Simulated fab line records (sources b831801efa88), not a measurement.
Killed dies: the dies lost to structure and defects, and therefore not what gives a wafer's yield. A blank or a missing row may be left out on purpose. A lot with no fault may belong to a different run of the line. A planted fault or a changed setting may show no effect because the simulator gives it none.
Which tool was responsible?    flow sky130    33 wafers from 11 lots sampled at 2 of the route's 708 steps

WHAT THE GAUGES SHOWED, per wafer
SKY_PASSIVATION_THK_MEAS_03.
lot   measured      on             PASSIVATION_CVD_02_THK (nm)
L569  day 45 05:09  film-metro-04  541 526 535
L566  day 45 05:32  film-metro-04  540 545 553
L568  day 45 07:14  film-metro-01  539 532 549
L570  day 45 08:50  film-metro-01  549 545 544
L571  day 45 09:07  film-metro-04  526 542 546
L572  day 45 15:02  film-metro-01  531 542 543
L579  day 48 08:22  film-metro-01  532 531 551
L581  day 48 16:56  film-metro-04  543 548 547
L584  day 48 18:43  film-metro-04  542 535 556
L585  day 48 23:32  film-metro-02  536 537 547
L587  day 49 15:44  film-metro-02  544 556 545

WHAT TOOL EACH LOT RAN ON (gives the tool, then ch and the chambers of the sampled wafers, and finally the start)
lot   SKY_METAL5_STRIP_16
L569  plasma-asher-04 ch 0,1, day 45 04:14
L566  plasma-asher-01 ch 0,1, day 45 04:34
L568  plasma-asher-01 ch 1, day 45 06:14
L570  plasma-asher-04 ch 0,1, day 45 07:52
L571  plasma-asher-04 ch 0,1, day 45 08:11
L572  plasma-asher-02 ch 0,1, day 45 14:08
L579  plasma-asher-02 ch 0,1, day 48 07:28
L581  plasma-asher-04 ch 0, day 48 15:59
L584  plasma-asher-04 ch 0,1, day 48 17:49
L585  plasma-asher-01 ch 0, day 48 22:38
L587  plasma-asher-04 ch 0,1, day 49 14:03
- SKY_METAL5_STRIP_16: strips in O2/N2.

THE ANSWER, worked out from the rows above alone
Rule: what is usual is taken from the lots themselves. Put in order of their means at a reading, lots are off if they are a third of the lots or fewer, leave a main group of 4 or more, and stand apart from it by a gap of 3 or more times the standard deviation of the main group's means; of several such gaps the widest counts. A main group is skipped when, at the precision printed for the reading in the tables above, its means are all equal. A lot without any number at a reading at which 4 lots or more have one is off too. All remaining lots with rows at the step are treated as sound.
Across all readings shown, no lot is off: no conclusion can be drawn from this.

WHAT THE SIMULATOR HAD INSERTED
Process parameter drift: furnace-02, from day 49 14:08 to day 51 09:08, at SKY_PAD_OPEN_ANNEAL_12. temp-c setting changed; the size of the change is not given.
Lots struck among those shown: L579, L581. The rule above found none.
